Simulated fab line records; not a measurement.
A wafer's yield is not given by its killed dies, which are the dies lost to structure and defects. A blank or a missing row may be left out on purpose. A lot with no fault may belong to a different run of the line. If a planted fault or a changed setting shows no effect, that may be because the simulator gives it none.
What tool caused it? | flow gf180mcu | Sampling: 13 lots, 39 wafers, 4 of 602 route steps

WHAT EACH GAUGE READ, for each wafer
GF_MIM_THK_MEAS_06.
lot  | measured     | on           | MIM_CVD_05_THK (nm)
L537 | day 24 08:47 | filmMetro-03 | 42.0 43.0 42.8
L538 | day 24 19:41 | filmMetro-03 | 42.7 42.8 43.0
L540 | day 25 17:37 | filmMetro-03 | 41.8 42.5 42.5
L542 | day 26 04:25 | filmMetro-03 | 42.3 42.8 43.2
L543 | day 26 13:13 | filmMetro-01 | 41.3 42.4 41.7
L550 | day 28 17:25 | filmMetro-03 | 41.8 43.0 42.0
L551 | day 29 00:32 | filmMetro-02 | 41.9 41.3 42.3
L552 | day 29 08:07 | filmMetro-01 | 41.8 42.3 41.8
L554 | day 29 22:21 | filmMetro-02 | 42.4 42.6 42.8
L556 | day 30 09:58 | filmMetro-01 | 42.3 42.5 42.2
L555 | day 30 11:25 | filmMetro-03 | 41.3 42.1 41.7
L558 | day 30 22:59 | filmMetro-02 | 42.0 42.4 42.7
L560 | day 31 10:38 | filmMetro-01 | 41.6 42.5 42.4

EACH LOT AND THE TOOL THAT RAN IT (in order: tool; ch and the chambers of the sampled wafers; start)
lot  | GF_M4_STRIP_17                      | GF_V4_CVD_23                 | GF_MIM_SPUTTER_01
L537 | plasmaAsher-04 ch 0,1, day 23 07:35 | cvdW-01 ch 0,1, day 24 07:56 | pvdSputter-01, day 24 08:38
L538 | plasmaAsher-02 ch 0,1, day 23 18:34 | cvdW-02 ch 0,1, day 24 18:52 | pvdSputter-01, day 24 19:31
L540 | plasmaAsher-02 ch 0,1, day 24 17:16 | cvdW-02 ch 0,1, day 25 16:46 | pvdSputter-02, day 25 17:27
L542 | plasmaAsher-04 ch 0,1, day 25 04:38 | cvdW-02 ch 1, day 26 03:33   | pvdSputter-03, day 26 04:14
L543 | plasmaAsher-02 ch 0,1, day 25 13:32 | cvdW-02 ch 0,1, day 26 12:19 | pvdSputter-03, day 26 13:00
L550 | plasmaAsher-02 ch 0,1, day 27 18:08 | cvdW-01 ch 0,1, day 28 16:33 | pvdSputter-02, day 28 17:14
L551 | plasmaAsher-02 ch 1, day 28 02:38   | cvdW-01 ch 0,1, day 28 23:41 | pvdSputter-02, day 29 00:22
L552 | plasmaAsher-02 ch 0,1, day 28 10:29 | cvdW-01 ch 0,1, day 29 07:16 | pvdSputter-01, day 29 07:57
L554 | plasmaAsher-01 ch 0,1, day 29 01:01 | cvdW-02 ch 0,1, day 29 21:31 | pvdSputter-02, day 29 22:10
L556 | plasmaAsher-01 ch 1, day 29 12:20   | cvdW-02 ch 0,1, day 30 09:06 | pvdSputter-03, day 30 09:47
L555 | plasmaAsher-02 ch 0, day 29 13:35   | cvdW-01 ch 0,1, day 30 10:34 | pvdSputter-01, day 30 11:15
L558 | plasmaAsher-04 ch 0,1, day 30 01:50 | cvdW-01 ch 0,1, day 30 22:06 | pvdSputter-01, day 30 22:50
L560 | plasmaAsher-04 ch 0,1, day 30 14:04 | cvdW-02 ch 0,1, day 31 09:31 | pvdSputter-01, day 31 10:28
- GF_M4_STRIP_17: strips in O2/N2.
- GF_V4_CVD_23: deposits W, target thk 350 nm, time 104.9 s.
- GF_MIM_SPUTTER_01: material TiN, target thk 30 nm, time 25 s.

WHAT THE TOOLS THEMSELVES READ (means of the sampled wafers that have a number; where no wafer has one, the mark that the record gives instead)
GF_M4_STRIP_17.
lot  | tool           | drypumpMotorCurrentA (A) | heaterPowerW (W) | oesProductAu (a.u.) | stripTimeToEndpointS (s)
L537 | plasmaAsher-04 | 5.92                     | 380              | 0.534               | 7.42
L538 | plasmaAsher-02 | 6.06                     | 362              | 0.533               | 7.38
L540 | plasmaAsher-02 | 6.04                     | 369              | 0.537               | 7.38
L542 | plasmaAsher-04 | 5.88                     | 360              | 0.533               | 7.40
L543 | plasmaAsher-02 | 6.05                     | 362              | 0.535               | 7.39
L550 | plasmaAsher-02 | 5.98                     | 356              | 0.537               | 7.43
L551 | plasmaAsher-02 | 6.12                     | 375              | 0.538               | 7.39
L552 | plasmaAsher-02 | 5.99                     | 352              | 0.535               | 7.37
L554 | plasmaAsher-01 | 6.07                     | 343              | 0.539               | 7.36
L556 | plasmaAsher-01 | 5.77                     | 355              | 0.538               | 7.39
L555 | plasmaAsher-02 | 5.91                     | 342              | 0.540               | 7.39
L558 | plasmaAsher-04 | 5.95                     | 378              | 0.540               | 7.46
L560 | plasmaAsher-04 | 5.95                     | 380              | 0.542               | 7.42

GF_V4_CVD_23.
lot  | tool    | chamberPressureTorr (Torr) | heaterPowerW (W)
L537 | cvdW-01 | 40.02                      | 888
L538 | cvdW-02 | 39.95                      | 933
L540 | cvdW-02 | 39.55                      | 903
L542 | cvdW-02 | 38.39                      | 963
L543 | cvdW-02 | 38.97                      | 939
L550 | cvdW-01 | 40.01                      | 900
L551 | cvdW-01 | 40.04                      | 970
L552 | cvdW-01 | 40.03                      | 906
L554 | cvdW-02 | 39.90                      | 917
L556 | cvdW-02 | 39.94                      | 895
L555 | cvdW-01 | 40.15                      | 973
L558 | cvdW-01 | 40.04                      | 992
L560 | cvdW-02 | 40.00                      | 885

GF_MIM_SPUTTER_01.
lot  | tool          | throttleValvePct (%)
L537 | pvdSputter-01 | 29.4
L538 | pvdSputter-01 | 30.2
L540 | pvdSputter-02 | 28.3
L542 | pvdSputter-03 | 30.1
L543 | pvdSputter-03 | 29.8
L550 | pvdSputter-02 | 28.9
L551 | pvdSputter-02 | 28.4
L552 | pvdSputter-01 | 29.2
L554 | pvdSputter-02 | 29.7
L556 | pvdSputter-03 | 29.2
L555 | pvdSputter-01 | 29.5
L558 | pvdSputter-01 | 29.9
L560 | pvdSputter-01 | 29.6

THE ANSWER, worked out from the rows above alone
Rule: the lots themselves supply what counts as usual. Put in order of their means at a reading, lots are off if they are a third of the lots or fewer, leave a main group of 4 or more, and stand apart from it by a gap of 3 or more times the standard deviation of the main group's means; of several such gaps the widest counts. A main group is skipped when, at the precision printed for the reading in the tables above, its means are all equal. A lot without any number at a reading at which 4 lots or more have one is off too. All remaining lots with rows at the step are treated as sound. After the gauges, taken in route order, come the tools' own readings; for these a lot's mean is taken, as printed above. The first step at which some lot is off is used, and at that step the reading that is off furthest; a lot without a number counts as furthest.
Off at GF_V4_CVD_23 (chamberPressureTorr): L540, L542, L543. The main group: mean 40.01 Torr, standard deviation 0.065.
A tool fits if, at that step or a process step before it, it ran every lot that is off, and no sound lot after the first of them. Of those tried, none fits.

WHAT THE SIMULATOR HAD INSERTED
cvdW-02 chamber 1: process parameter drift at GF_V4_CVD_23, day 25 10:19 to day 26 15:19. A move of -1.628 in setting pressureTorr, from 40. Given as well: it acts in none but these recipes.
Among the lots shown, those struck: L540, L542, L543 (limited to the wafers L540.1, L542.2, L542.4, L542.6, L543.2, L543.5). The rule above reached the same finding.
